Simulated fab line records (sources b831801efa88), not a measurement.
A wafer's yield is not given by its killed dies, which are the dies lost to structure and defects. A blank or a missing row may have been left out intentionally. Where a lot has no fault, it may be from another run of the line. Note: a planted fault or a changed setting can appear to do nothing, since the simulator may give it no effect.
fab line records | flow sky130
record: lots: 6 | wafers: 18 | lastDay: 50
route steps=708 shown LDD_N@247 LDD_P@255 PAD_OPEN@708
lots untouched by any fault: they come from a run of this same line in which no faults occurred
startH: hours from the record's opening day to when the first of the lot's shown wafers began | waitH: hours since the lot's step before | " unchanged from the row above | L1.1+2: a row that stands for several wafers | - value missing, or start not given | * or withheld: withheld | < > ~ a bound
route shown NAME@n: a module of which the file shows steps, and the number in the route of the first | usual: mean/standard deviation of fault-free wafers | same: alike in all rows | chamber/n: place in a boat | sites: each site's reading | _std_site: their standard deviation | _edge_site: inner sites' mean taken away from outer sites' mean | radiusMm: how far each site lies from the wafer's centre | mask NAME#n: copy n | behind: the most recent tool/chamber to have shaped the wafer | hold: what put the lot on hold/how long, in hours/how the hold closed | device: which transistor (n, p or np) failed to switch | end of line: tests run on the same wafers once the route is complete | step lacking rows: just its recipe | killed: dies that structure and defects cost at the first sort, which is not the same as the wafer's yield | map: shows each die of a wafer: x if killed, . if not, _ if none is there
set.NAME: setting as actually run; set.NAME@STEP: the setting as run at that earlier step | model.NAME: the simulator's own value behind a step, which no gauge read
lots seen at some steps along the route; tables by step, rows by wafer
services: from which hour (startH, from the record's first day; less than 0 if before it) a tool's chamber was out of use, for how many hours, and why
== steps ==
step: SKY_LDD_N_IMPLANT_10
recipe: species: As | energyKev: 20 | doseCm2: 7.5e+13 | tiltDeg: withheld | rotationDeg: 203
step: SKY_LDD_N_IMPLANT_11
recipe: species: As | energyKev: 20 | doseCm2: 7.5e+13 | tiltDeg: withheld | rotationDeg: 293
step: SKY_LDD_N_IMPLANT_12
recipe: species: BF2 | energyKev: 50 | doseCm2: 5e+12 | tiltDeg: 30 | rotationDeg: 0
step: SKY_LDD_N_IMPLANT_13
recipe: species: BF2 | energyKev: 50 | doseCm2: 5e+12 | tiltDeg: 30 | rotationDeg: 90
step: SKY_LDD_N_IMPLANT_14
recipe: species: BF2 | energyKev: 50 | doseCm2: 5e+12 | tiltDeg: 30 | rotationDeg: 180
step: SKY_LDD_N_IMPLANT_15
recipe: species: BF2 | energyKev: 50 | doseCm2: 5e+12 | tiltDeg: 30 | rotationDeg: 270
step: SKY_LDD_N_STRIP_16
recipe: chemistry: O2/N2 | powerW: 1400 | pressureMtorr: 1500 | platenTempC: withheld | o2FlowSccm: 3000 | n2FlowSccm: 300 | overashFraction: 0.5
usual: drypumpMotorCurrentA: 6.2/0.44 | oesProductAu: 0.410/0.0049 | stripTimeToEndpointS: 4.393/0.014
lot.wafer | tool           | chamber | startH | waitH | drypumpMotorCurrentA | oesProductAu | rfHoursCounterH | stripTimeToEndpointS
L130.2    | plasmaAsher-01 | 0       | 465.75 | 0.1   | 6.7                  | 0.407        | 3               | 4.396
L130.4    | "              | 1       | "      | "     | 6.4                  | 0.406        | -               | 4.383
L130.6    | "              | 0       | "      | "     | 6.7                  | 0.408        | -               | 4.395
L133.2    | plasmaAsher-02 | 1       | 479.44 | 0.1   | 5.4                  | 0.404        | 31              | 4.389
L133.4    | "              | 0       | "      | "     | 5.9                  | 0.411        | -               | 4.393
L133.5    | "              | 0       | "      | "     | 6.0                  | 0.403        | -               | 4.407
L136.4    | plasmaAsher-03 | 0       | 505.33 | 0.1   | 5.7                  | 0.411        | -               | 4.383
L136.5    | "              | 0       | "      | "     | 5.7                  | 0.407        | -               | 4.382
L136.6    | "              | 1       | "      | "     | 6.4                  | 0.411        | -               | 4.363
L142.1    | plasmaAsher-01 | 1       | 555.64 | 0.1   | 6.4                  | 0.418        | 12              | 4.395
L142.3    | "              | 1       | "      | "     | 6.4                  | 0.404        | -               | 4.386
L142.4    | "              | 0       | "      | "     | 6.7                  | 0.411        | -               | 4.374
L145.2    | plasmaAsher-02 | 0       | 577.64 | 0.1   | 6.0                  | 0.402        | 41              | 4.416
L145.3    | "              | 1       | "      | "     | 5.4                  | 0.408        | -               | 4.398
L145.6    | "              | 1       | "      | "     | 5.4                  | 0.410        | -               | 4.397
L147.1    | plasmaAsher-01 | 0       | 599.39 | 0.1   | 6.7                  | 0.400        | 17              | 4.386
L147.3    | "              | 0       | "      | "     | 6.7                  | 0.410        | -               | 4.383
L147.5    | "              | 1       | "      | "     | 6.4                  | 0.412        | -               | 4.398
step: SKY_LDD_N_TW_MEAS_17
usual: LDD_N_TW: 2590/18
lot.wafer | tool         | chamber | startH | waitH | LDD_N_TW
L130.2    | filmMetro-04 | -       | 465.86 | 0.1   | 2614
L130.4    | "            | -       | "      | "     | 2612
L130.6    | "            | -       | "      | "     | 2606
L133.2    | filmMetro-03 | -       | 479.55 | 0.1   | 2577
L133.4    | "            | -       | "      | "     | 2575
L133.5    | "            | -       | "      | "     | 2594
L136.4    | filmMetro-03 | -       | 505.42 | 0.1   | 2602
L136.5    | "            | -       | "      | "     | 2576
L136.6    | "            | -       | "      | "     | 2586
L142.1    | filmMetro-03 | -       | 555.74 | 0.1   | 2591
L142.3    | "            | -       | "      | "     | 2576
L142.4    | "            | -       | "      | "     | 2585
L145.2    | filmMetro-01 | -       | 577.75 | 0.1   | 2563
L145.3    | "            | -       | "      | "     | 2576
L145.6    | "            | -       | "      | "     | 2575
L147.1    | filmMetro-04 | -       | 599.49 | 0.1   | 2601
L147.3    | "            | -       | "      | "     | 2592
L147.5    | "            | -       | "      | "     | 2590
step: SKY_LDD_P_DEHYDRATE_00
recipe: tempC: 200 | timeS: 60
step: SKY_LDD_P_HMDS_01
recipe: primeTimeS: 60 | primeTempC: 120
step: SKY_LDD_P_COAT_02
recipe: resist: NOVOLAK | spinRpm: 3000 | resistThkNm: 1140
step: SKY_LDD_P_SOFTBAKE_03
recipe: tempC: 90 | timeS: 60 | resist: NOVOLAK
step: SKY_LDD_P_EXPOSE_04
recipe: maskId: PSDM | na: 0.6 | sourceShape: conventional | sigmaOuter: 0.6 | polarization: unpolarized | targetCdNm: 380 | doseMj: 138
usual: reticleTempC: 22.99/0.1 | stageVelMmS: 499.99/0.24
same: na: 0.6
lot.wafer | tool            | chamber | startH | waitH | mask   | reticleTempC | stageVelMmS | model.LDD_P.overlayXNm
L130.2    | ilineStepper-02 | 0       | 479.97 | -     | PSDM#0 | 23.05        | 500.03      | -0.9233
L130.4    | "               | 0       | "      | "     | PSDM#0 | 22.89        | 499.88      | -0.9233
L130.6    | "               | 0       | "      | "     | PSDM#0 | 23.03        | 500.14      | -0.9233
L133.2    | ilineStepper-02 | 0       | 496.48 | -     | PSDM#0 | 22.90        | 499.86      | -0.8962
L133.4    | "               | 0       | "      | "     | PSDM#0 | 22.84        | 499.61      | -0.8962
L133.5    | "               | 0       | "      | "     | PSDM#0 | 22.89        | 500.22      | -0.8962
L136.4    | ilineStepper-01 | 0       | 521.28 | -     | PSDM#0 | 22.89        | 500.07      | 0.03627
L136.5    | "               | 0       | "      | "     | PSDM#0 | 22.76        | 500.11      | 0.03627
L136.6    | "               | 0       | "      | "     | PSDM#0 | 22.77        | 499.92      | 0.03627
L142.1    | ilineStepper-01 | 0       | 570.43 | -     | PSDM#0 | 23.07        | 500.01      | 4.598
L142.3    | "               | 0       | "      | "     | PSDM#0 | 22.93        | 500.04      | 4.598
L142.4    | "               | 0       | "      | "     | PSDM#0 | 23.00        | 500.29      | 4.598
L145.2    | ilineStepper-01 | 0       | 593.74 | -     | PSDM#0 | 22.86        | 499.56      | 6.987
L145.3    | "               | 0       | "      | "     | PSDM#0 | 23.05        | 499.76      | 6.987
L145.6    | "               | 0       | "      | "     | PSDM#0 | 22.89        | 499.53      | 6.987
L147.1    | ilineStepper-02 | 0       | 613.31 | -     | PSDM#0 | 23.14        | 499.67      | 0.694
L147.3    | "               | 0       | "      | "     | PSDM#0 | 23.00        | 499.94      | 0.694
L147.5    | "               | 0       | "      | "     | PSDM#0 | 23.16        | 499.90      | 0.694
step: SKY_LDD_P_PEB_05
recipe: tempC: withheld | timeS: * | resist: NOVOLAK
step: SKY_LDD_P_DEVELOP_06
recipe: resist: NOVOLAK | developer: TMAH | developTimeS: 60 | devTempC: 23.57
step: SKY_LDD_P_CD_MEAS_07
recipe: targetCdNm: 380
usual: cdNm: 378.5/2.3
lot.wafer | tool     | chamber | startH | waitH | cdNm
L130.2    | cdSem-01 | -       | 496.13 | 0.1   | 380.2
L130.4    | "        | -       | "      | "     | 378.0
L130.6    | "        | -       | "      | "     | 379.0
L133.2    | cdSem-01 | -       | 510.47 | 0.1   | 378.9
L133.4    | "        | -       | "      | "     | 379.2
L133.5    | "        | -       | "      | "     | 381.6
L136.4    | cdSem-02 | -       | 535.91 | 0.1   | 380.8
L136.5    | "        | -       | "      | "     | 378.0
L136.6    | "        | -       | "      | "     | 379.7
L142.1    | cdSem-01 | -       | 585.40 | 0.1   | 380.0
L142.3    | "        | -       | "      | "     | 379.4
L142.4    | "        | -       | "      | "     | 379.7
L145.2    | cdSem-01 | -       | 608.48 | 0.1   | 375.7
L145.3    | "        | -       | "      | "     | 374.1
L145.6    | "        | -       | "      | "     | 376.2
L147.1    | cdSem-02 | -       | 628.25 | 0.1   | 381.7
L147.3    | "        | -       | "      | "     | 381.8
L147.5    | "        | -       | "      | "     | 380.9
step: SKY_LDD_P_OVL_MEAS_08
usual: LDD_P_OVL: -1.4/1.5
lot.wafer | tool       | chamber | startH | waitH | hold                    | LDD_P_OVL[nm]
L130.2    | overlay-02 | -       | 496.23 | 0.1   | -                       | -3.0
L130.4    | "          | -       | "      | "     | -                       | -3.5
L130.6    | "          | -       | "      | "     | -                       | -5.9
L133.2    | overlay-02 | -       | 510.58 | 0.1   | -                       | -4.1
L133.4    | "          | -       | "      | "     | -                       | -3.2
L133.5    | "          | -       | "      | "     | -                       | -3.4
L136.4    | overlay-02 | -       | 535.99 | 0.1   | -                       | -0.5
L136.5    | "          | -       | "      | "     | -                       | -1.7
L136.6    | "          | -       | "      | "     | -                       | -1.6
L142.1    | overlay-01 | -       | 585.52 | 0.1   | awaitDispo/0.2h/release | 1.6
L142.3    | "          | -       | "      | "     | awaitDispo/0.2h/release | 4.9
L142.4    | "          | -       | "      | "     | awaitDispo/0.2h/release | 3.2
L142.1    | overlay-01 | -       | 585.72 | 0.2   | -                       | 3.3
L142.3    | "          | -       | "      | "     | -                       | 5.7
L142.4    | "          | -       | "      | "     | -                       | 4.5
L145.2    | overlay-02 | -       | 608.58 | 0.1   | awaitDispo/0.2h/release | 5.8
L145.3    | "          | -       | "      | "     | awaitDispo/0.2h/release | 8.9
L145.6    | "          | -       | "      | "     | awaitDispo/0.2h/release | 6.9
L145.2    | overlay-02 | -       | 608.85 | 0.3   | -                       | 7.6
L145.3    | "          | -       | "      | "     | -                       | 9.8
L145.6    | "          | -       | "      | "     | -                       | 7.9
L147.1    | overlay-02 | -       | 628.37 | 0.1   | -                       | -1.1
L147.3    | "          | -       | "      | "     | -                       | -1.3
L147.5    | "          | -       | "      | "     | -                       | -0.1
step: SKY_PAD_OPEN_PROBE_99
usual: killed_at_M0_to_M3: 44/6.8 | killed_at_M4_up: 2.9/1.7 | killedAtContacts: 24/5.2 | killedAtFrontEnd: 15/4 | killedAtOther: 0.2/0.44 | killedDies: 86/9.9 | killedOpen: 47/7.9 | killedShort: 39/6.3
same: grossDies: 492 | killedAtBackSide: 0
lot.wafer | tool      | chamber | startH  | waitH | killed_at_M0_to_M3 | killed_at_M4_up | killedAtContacts | killedAtFrontEnd | killedAtOther | killedDies | killedOpen | killedShort
L130.2    | prober-02 | -       | 1118.83 | 0.1   | 49                 | 2               | 27               | 16               | 1             | 95         | 51         | 44
L136.4    | prober-02 | -       | 1143.99 | 0.2   | 55                 | 3               | 33               | 15               | 0             | 106        | 58         | 47
L136.5    | prober-02 | -       | 1144.04 | 0.2   | 45                 | 4               | 35               | 18               | 0             | 102        | 57         | 45
L136.6    | prober-02 | -       | 1144.09 | 0.2   | 43                 | 4               | 29               | 11               | 0             | 87         | 54         | 32
killed by level:class
L130.2 LI_CONTACT:geometricParticle:open=10 METAL2:geometricParticle:short=10 VIA3:geometricParticle:open=8 VIA2:geometricParticle:open=7 VIA1:geometricParticle:open=7 CONTACT:geometricParticle:open=6 FIELD_ISO:geometricParticle:open=5 METAL3:geometricParticle:short=5
L136.4 CONTACT:geometricParticle:open=13 METAL1:geometricParticle:short=10 VIA2:geometricParticle:open=9 VIA3:geometricParticle:open=9 VIA1:geometricParticle:open=8 LI_CONTACT:geometricParticle:open=6 LOCAL_INTERCONNECT:geometricParticle:short=6 METAL2:geometricParticle:short=5
L136.5 CONTACT:geometricParticle:open=14 VIA3:geometricParticle:open=9 VIA2:geometricParticle:open=8 LOCAL_INTERCONNECT:geometricParticle:short=7 METAL2:geometricParticle:short=7 LI_CONTACT:geometricParticle:open=6 METAL1:geometricParticle:short=6 POLY_GATE:geometricParticle:short=5
L136.6 LI_CONTACT:geometricParticle:open=11 CONTACT:geometricParticle:open=9 VIA1:geometricParticle:open=9 VIA3:geometricParticle:open=8 VIA2:geometricParticle:open=7 POLY_GATE:geometricParticle:open=4 METAL1:geometricParticle:short=4 VIA1:geometricParticle:short=4
== services ==
tool            | chamber | startH | hours | kind
ilineStepper-01 | 0       | 453.48 | -     | calibration
ilineStepper-01 | -       | 460.28 | -     | consumableReplace:lamp
plasmaAsher-02  | -       | 460.86 | 2.0   | repair
plasmaAsher-01  | -       | 475.39 | 5.9   | repair
plasmaAsher-03  | -       | 479.09 | 0.7   | repair
plasmaAsher-02  | -       | 485.50 | 0.8   | repair
plasmaAsher-03  | -       | 498.32 | 3.3   | repair
plasmaAsher-02  | -       | 529.83 | 2.2   | repair
ilineStepper-02 | -       | 604.15 | 1.7   | pm
== key ==
firstSign: step: SKY_LDD_P_OVL_MEAS_08 | reading: visit | direction: added
effect: step: SKY_LDD_P_OVL_MEAS_08 | reading: LDD_P_OVL | direction: up | sigmas: 4.4 | usual: -1.4 | struck: 5.2
modelEffect: step: SKY_LDD_P_EXPOSE_04 | value: LDD_P.overlayXNm | without: 0.07796 | struck: 5.792
metAt SKY_LDD_P_EXPOSE_04
struckWafers L142.1,L142.3,L142.4,L145.2,L145.3,L145.6
testerLeftOut L142,L145
onsetBetween 521.28 570.43
fault: kind: scannerMatchingOverlay | tool: ilineStepper-01 | chamber: - | onsetH: 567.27 | steps: SKY_LDD_P_EXPOSE_04 | offset: 5.7145
testerLeftOut: of these lots the tester's yield and bins aren't shown, on N5 and GAA mostly nor the transistor test; their killed dies are dies lost to structure and defects alone, not to doping, threshold or leakage, so they don't give the yield
